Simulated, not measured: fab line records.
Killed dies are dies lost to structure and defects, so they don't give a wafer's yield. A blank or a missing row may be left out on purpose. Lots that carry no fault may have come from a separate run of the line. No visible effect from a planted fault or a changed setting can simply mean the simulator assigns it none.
fab line records | flow sky130
[record] lots = 13 | wafers = 39 | lastDay = 50
route steps=708 shown SONOS_TUNNEL@166 SONOS_ONO@182 GATE_OXIDE@200 LDD_P@261
lots with no fault: from the same line, run without faults
startH: start of the lot's first displayed wafer, in hours after the record's first day | waitH: hours elapsed since this lot's preceding step | " identical to the entry in the row above | L1.1+2: several wafers, shown together as one row | - no value, or no start given | * or withheld: withheld | < > ~ a bound
route shown NAME@n: names a module that has steps shown in the file, with the first one's number in the route | usual: average and standard deviation across the fault-free wafers | same: alike in all rows | chamber/n: place in a boat | sites: the reading at each site | _std_site: the standard deviation of these | _edge_site: inner sites' mean taken away from outer sites' mean | radiusMm: how far each site lies from the wafer's centre | mask NAME#n: copy n | behind: the tool/chamber that last shaped the wafer | hold: what put the lot on hold/how long, in hours/how the hold closed | device: whichever transistor did not switch (one of n, p or np) | end of line: the route-end tests of the same wafers | step lacking rows: just its recipe | killed: dies lost to structure and defects at the first sort, not the wafer's yield | map: a wafer's dies, x killed, . not, _ none there
set.NAME: the run value of the setting; set.NAME@STEP: its run value at that earlier step | model.NAME: the simulator's own value behind a step, which no gauge read
route steps across a sampled set of lots; one table per step, one row per wafer
services: when a tool's chamber went out of use (startH, in hours from the record's first day, below 0 if earlier), for how many hours, and the reason
[[steps]]
[step SKY_SONOS_TUNNEL_TW_MEAS_12]
[usual] SONOS_TUNNEL_TW = 198.8/1.9
lot.wafer | tool         | chamber | startH | waitH | SONOS_TUNNEL_TW
L939.1    | filmMetro-02 | -       | 245.78 | 0.0   | 200.0
L939.3    | "            | -       | "      | "     | 199.6
L939.5    | "            | -       | "      | "     | 200.4
L942.2    | filmMetro-02 | -       | 275.55 | 0.0   | 199.3
L942.3    | "            | -       | "      | "     | 199.6
L942.5    | "            | -       | "      | "     | 200.0
L944.2    | filmMetro-03 | -       | 291.54 | 0.0   | 197.5
L944.5    | "            | -       | "      | "     | 196.5
L944.6    | "            | -       | "      | "     | 196.6
L945.4    | filmMetro-02 | -       | 300.68 | 0.0   | 199.1
L945.5    | "            | -       | "      | "     | 200.6
L945.6    | "            | -       | "      | "     | 199.7
L949.3    | filmMetro-03 | -       | 327.18 | 0.0   | 194.4
L949.4    | "            | -       | "      | "     | 195.7
L949.6    | "            | -       | "      | "     | 195.0
L950.3    | filmMetro-04 | -       | 340.77 | 0.0   | 201.4
L950.5    | "            | -       | "      | "     | 200.9
L950.6    | "            | -       | "      | "     | 200.0
L951.1    | filmMetro-03 | -       | 347.06 | 0.0   | 196.6
L951.4    | "            | -       | "      | "     | 195.9
L951.5    | "            | -       | "      | "     | 195.5
L954.2    | filmMetro-03 | -       | 368.03 | 0.0   | 196.4
L954.3    | "            | -       | "      | "     | 196.0
L954.5    | "            | -       | "      | "     | 195.3
L955.3    | filmMetro-04 | -       | 373.71 | 0.0   | 198.7
L955.4    | "            | -       | "      | "     | 199.9
L955.5    | "            | -       | "      | "     | 198.8
L956.1    | filmMetro-03 | -       | 386.13 | 0.0   | 197.7
L956.4    | "            | -       | "      | "     | 196.5
L956.5    | "            | -       | "      | "     | 196.1
L957.4    | filmMetro-04 | -       | 397.96 | 0.0   | 199.7
L957.5    | "            | -       | "      | "     | 199.9
L957.6    | "            | -       | "      | "     | 200.1
L958.1    | filmMetro-03 | -       | 401.59 | 0.0   | 197.0
L958.3    | "            | -       | "      | "     | 196.2
L958.4    | "            | -       | "      | "     | 197.0
L960.1    | filmMetro-02 | -       | 419.48 | 0.0   | 198.5
L960.5    | "            | -       | "      | "     | 198.1
L960.6    | "            | -       | "      | "     | 198.3
[step SKY_SONOS_ONO_OVL_MEAS_14]
[usual] SONOS_ONO_OVL = -0.2/1.2
lot.wafer | tool       | chamber | startH | waitH | SONOS_ONO_OVL[nm]
L939.1    | overlay-02 | -       | 279.29 | 0.1   | 0.3
L939.3    | "          | -       | "      | "     | -1.0
L939.5    | "          | -       | "      | "     | -0.4
L942.2    | overlay-01 | -       | 312.28 | 0.1   | 2.1
L942.3    | "          | -       | "      | "     | 0.7
L942.5    | "          | -       | "      | "     | 1.4
L944.2    | overlay-02 | -       | 324.65 | 0.1   | 1.3
L944.5    | "          | -       | "      | "     | 0.8
L944.6    | "          | -       | "      | "     | 0.5
L945.4    | overlay-01 | -       | 339.96 | 0.1   | -0.6
L945.5    | "          | -       | "      | "     | 0.2
L945.6    | "          | -       | "      | "     | 1.9
L949.3    | overlay-02 | -       | 361.28 | 0.1   | -0.8
L949.4    | "          | -       | "      | "     | -0.4
L949.6    | "          | -       | "      | "     | 0.5
L950.3    | overlay-02 | -       | 373.98 | 0.1   | -1.9
L950.5    | "          | -       | "      | "     | 0.4
L950.6    | "          | -       | "      | "     | 0.2
L951.1    | overlay-02 | -       | 381.10 | 0.1   | 0.5
L951.4    | "          | -       | "      | "     | -1.8
L951.5    | "          | -       | "      | "     | -2.2
L954.2    | overlay-01 | -       | 401.92 | 0.1   | -0.6
L954.3    | "          | -       | "      | "     | -0.3
L954.5    | "          | -       | "      | "     | 0.0
L955.3    | overlay-01 | -       | 406.48 | 0.1   | -0.6
L955.4    | "          | -       | "      | "     | 0.8
L955.5    | "          | -       | "      | "     | 0.8
L956.1    | overlay-02 | -       | 420.62 | 0.1   | -1.0
L956.4    | "          | -       | "      | "     | -0.1
L956.5    | "          | -       | "      | "     | -0.2
L957.4    | overlay-01 | -       | 433.06 | 0.1   | 0.2
L957.5    | "          | -       | "      | "     | 1.3
L957.6    | "          | -       | "      | "     | 0.1
L958.1    | overlay-01 | -       | 438.07 | 0.1   | -3.5
L958.3    | "          | -       | "      | "     | -1.3
L958.4    | "          | -       | "      | "     | -1.2
L960.1    | overlay-02 | -       | 454.75 | 0.1   | -0.3
L960.5    | "          | -       | "      | "     | 0.2
L960.6    | "          | -       | "      | "     | -0.3
[step SKY_GATE_OXIDE_STRIP_13]
[recipe] chemistry = O2/N2 | powerW = 1400 | pressureMtorr = 1500 | platenTempC = withheld | o2FlowSccm = 3000 | n2FlowSccm = 300 | overashFraction = 0.5
[usual] drypumpMotorCurrentA = 5.4/0.61 | oesProductAu = 0.715/0.0041 | stripTimeToEndpointS = 14.18/0.044
lot.wafer | tool           | chamber | startH | waitH | drypumpMotorCurrentA | oesProductAu | rfHoursCounterH | stripTimeToEndpointS
L939.1    | plasmaAsher-03 | 0       | 313.71 | 0.0   | 6.2                  | 0.719        | 18              | 14.17
L939.3    | "              | 1       | "      | "     | 5.3                  | 0.715        | -               | 14.15
L939.5    | "              | 1       | "      | "     | 5.2                  | 0.717        | -               | 14.16
L942.2    | plasmaAsher-01 | 0       | 344.99 | 0.0   | 4.8                  | 0.715        | 65              | 14.21
L942.3    | "              | 1       | "      | "     | 5.2                  | 0.719        | -               | 14.21
L942.5    | "              | 1       | "      | "     | 5.2                  | 0.712        | -               | 14.21
L944.2    | plasmaAsher-03 | 1       | 353.66 | 0.0   | 5.3                  | 0.717        | 21              | 14.22
L944.5    | "              | 1       | "      | "     | 5.3                  | 0.713        | -               | 14.21
L944.6    | "              | 0       | "      | "     | 6.2                  | 0.715        | -               | 14.22
L945.4    | plasmaAsher-01 | 1       | 370.95 | 0.0   | 5.2                  | 0.706        | -               | 14.26
L945.5    | "              | 0       | "      | "     | 4.9                  | 0.713        | -               | 14.28
L945.6    | "              | 1       | "      | "     | 5.2                  | 0.720        | -               | 14.21
L949.3    | plasmaAsher-03 | 1       | 395.22 | 0.0   | 5.3                  | 0.722        | -               | 14.16
L949.4    | "              | 0       | "      | "     | 6.2                  | 0.708        | -               | 14.20
L949.6    | "              | 0       | "      | "     | 6.2                  | 0.708        | -               | 14.20
L950.3    | plasmaAsher-01 | 0       | 405.13 | 0.0   | 4.9                  | 0.719        | -               | 14.18
L950.5    | "              | 1       | "      | "     | 5.2                  | 0.724        | -               | 14.19
L950.6    | "              | 0       | "      | "     | 4.9                  | 0.725        | -               | 14.19
L951.1    | plasmaAsher-03 | 0       | 412.67 | 0.0   | 6.2                  | 0.720        | 27              | 14.13
L951.4    | "              | 0       | "      | "     | 6.2                  | 0.717        | -               | 14.15
L951.5    | "              | 0       | "      | "     | 6.2                  | 0.716        | -               | 14.16
L954.2    | plasmaAsher-01 | 1       | 435.40 | 0.0   | 5.2                  | 0.710        | 75              | 14.14
L954.3    | "              | 1       | "      | "     | 5.2                  | 0.710        | -               | 14.10
L954.5    | "              | 1       | "      | "     | 5.2                  | 0.708        | -               | 14.18
L955.3    | plasmaAsher-04 | 1       | 440.65 | 0.0   | 6.7                  | 0.717        | -               | 14.18
L955.4    | "              | 0       | "      | "     | 5.1                  | 0.721        | -               | 14.17
L955.5    | "              | 1       | "      | "     | 6.7                  | 0.713        | -               | 14.17
L956.1    | plasmaAsher-04 | 1       | 454.55 | 0.0   | 6.7                  | 0.718        | 2               | 14.16
L956.4    | "              | 0       | "      | "     | 5.1                  | 0.712        | -               | 14.16
L956.5    | "              | 0       | "      | "     | 5.1                  | 0.722        | -               | 14.13
L957.4    | plasmaAsher-01 | 0       | 466.21 | 0.0   | 4.9                  | 0.717        | -               | 14.11
L957.5    | "              | 0       | "      | "     | 4.9                  | 0.720        | -               | 14.16
L957.6    | "              | 1       | "      | "     | 5.2                  | 0.712        | -               | 14.16
L958.1    | plasmaAsher-01 | 0       | 471.55 | 0.0   | 4.8                  | 0.712        | 79              | 14.25
L958.3    | "              | 1       | "      | "     | 5.2                  | 0.711        | -               | 14.22
L958.4    | "              | 0       | "      | "     | 4.8                  | 0.710        | -               | 14.19
L960.1    | plasmaAsher-01 | 0       | 488.58 | 0.0   | 4.8                  | 0.712        | 81              | 14.16
L960.5    | "              | 1       | "      | "     | 5.2                  | 0.720        | -               | 14.14
L960.6    | "              | 0       | "      | "     | 4.8                  | 0.719        | -               | 14.13
[step SKY_LDD_P_DEVELOP_06]
[recipe] resist = NOVOLAK | developer = TMAH | developTimeS = 60 | devTempC = 23
lot.wafer  | tool          | chamber | startH | waitH
L939.1+3+5 | lithoTrack-01 | 0       | 441.65 | 0.1
L942.2+3+5 | lithoTrack-04 | 0       | 475.01 | 0.1
L944.2+5+6 | lithoTrack-01 | 0       | 481.47 | 0.1
L945.4+5+6 | lithoTrack-01 | 0       | 500.52 | 0.1
L949.3+4+6 | lithoTrack-04 | 0       | 527.33 | 0.1
L950.3+5+6 | lithoTrack-04 | 0       | 538.38 | 0.1
L951.1+4+5 | lithoTrack-01 | 0       | 543.25 | 0.1
L954.2+3+5 | lithoTrack-04 | 0       | 566.31 | 0.1
L955.3+4+5 | lithoTrack-01 | 0       | 570.25 | 0.1
L956.1+4+5 | lithoTrack-01 | 0       | 583.50 | 0.1
L957.4+5+6 | lithoTrack-04 | 0       | 594.41 | 0.1
L958.1+3+4 | lithoTrack-04 | 0       | 600.23 | 0.1
L960.1+5+6 | lithoTrack-01 | 0       | 614.20 | 0.1
[step SKY_LDD_P_CD_MEAS_07]
[recipe] targetCdNm = 380
[usual] cdNm = 380.0/2.9
lot.wafer | tool     | chamber | startH | waitH | cdNm
L939.1    | cdSem-01 | -       | 441.80 | 0.1   | 376.7
L939.3    | "        | -       | "      | "     | 376.9
L939.5    | "        | -       | "      | "     | 380.6
L942.2    | cdSem-01 | -       | 475.15 | 0.1   | 378.4
L942.3    | "        | -       | "      | "     | 378.5
L942.5    | "        | -       | "      | "     | 380.0
L944.2    | cdSem-01 | -       | 481.62 | 0.1   | 381.3
L944.5    | "        | -       | "      | "     | 383.6
L944.6    | "        | -       | "      | "     | 380.9
L945.4    | cdSem-01 | -       | 500.66 | 0.1   | 378.7
L945.5    | "        | -       | "      | "     | 378.5
L945.6    | "        | -       | "      | "     | 377.9
L949.3    | cdSem-02 | -       | 527.47 | 0.1   | 380.1
L949.4    | "        | -       | "      | "     | 379.1
L949.6    | "        | -       | "      | "     | 381.1
L950.3    | cdSem-02 | -       | 538.52 | 0.1   | 382.3
L950.5    | "        | -       | "      | "     | 379.5
L950.6    | "        | -       | "      | "     | 381.6
L951.1    | cdSem-01 | -       | 543.40 | 0.1   | 381.0
L951.4    | "        | -       | "      | "     | 381.4
L951.5    | "        | -       | "      | "     | 379.7
L954.2    | cdSem-02 | -       | 566.45 | 0.1   | 389.5
L954.3    | "        | -       | "      | "     | 390.9
L954.5    | "        | -       | "      | "     | 391.6
L955.3    | cdSem-01 | -       | 570.39 | 0.1   | 379.3
L955.4    | "        | -       | "      | "     | 381.2
L955.5    | "        | -       | "      | "     | 379.2
L956.1    | cdSem-01 | -       | 583.65 | 0.1   | 378.2
L956.4    | "        | -       | "      | "     | 380.3
L956.5    | "        | -       | "      | "     | 377.8
L957.4    | cdSem-01 | -       | 594.54 | 0.1   | 390.4
L957.5    | "        | -       | "      | "     | 388.7
L957.6    | "        | -       | "      | "     | 390.5
L958.1    | cdSem-02 | -       | 600.38 | 0.1   | 393.5
L958.3    | "        | -       | "      | "     | 394.8
L958.4    | "        | -       | "      | "     | 394.3
L960.1    | cdSem-01 | -       | 614.35 | 0.1   | 382.3
L960.5    | "        | -       | "      | "     | 379.9
L960.6    | "        | -       | "      | "     | 381.1
[[services]]
tool           | chamber | startH | hours | kind
plasmaAsher-01 | -       | 336.43 | 4.2   | repair
plasmaAsher-03 | -       | 341.65 | 12.0  | pm
plasmaAsher-03 | -       | 369.51 | 2.8   | pm
plasmaAsher-03 | -       | 387.93 | 0.8   | repair
plasmaAsher-04 | -       | 393.71 | 28.1  | pm
plasmaAsher-04 | -       | 421.81 | 9.0   | pm
plasmaAsher-04 | 0       | 421.81 | 9.0   | ventCycle
plasmaAsher-04 | 1       | 421.81 | 9.0   | ventCycle
plasmaAsher-01 | -       | 425.82 | 0.6   | repair
plasmaAsher-04 | 0       | 430.81 | -     | clean
plasmaAsher-04 | 1       | 430.81 | -     | clean
plasmaAsher-03 | -       | 454.38 | 14.6  | pm
plasmaAsher-04 | -       | 470.35 | 1.4   | repair
plasmaAsher-01 | -       | 504.77 | 2.8   | pm
plasmaAsher-04 | -       | 546.17 | 2.8   | pm
plasmaAsher-04 | -       | 574.57 | 0.7   | repair
plasmaAsher-01 | -       | 598.51 | 3.1   | repair
[[key]]
[firstSign] step = SKY_LDD_P_CD_MEAS_07 | reading = cdNm | direction = up | sigmas = 4 | usual = 380.0 | struck = 391.6
effect none on later readings
metAt SKY_LDD_P_DEVELOP_06
struckLots L954,L957,L958
testerLeftOut L954,L957,L958
notActingAt SKY_SONOS_TUNNEL_TW_MEAS_12,SKY_SONOS_ONO_OVL_MEAS_14,SKY_GATE_OXIDE_STRIP_13
onsetBetween 538.38 566.31
[fault] kind = processParameterDrift | tool = lithoTrack-04 | chamber = - | onsetH = 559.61 | steps = SKY_LDD_P_DEVELOP_06 | channel = developTimeS | offset = * | shape = step | endH = 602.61 | actsIn = * | stated = *
// testerLeftOut: of these lots the tester's yield and bins aren't shown, on N5 and GAA mostly nor the transistor test; their killed dies are dies lost to structure and defects alone, not to doping, threshold or leakage, so they don't give the yield
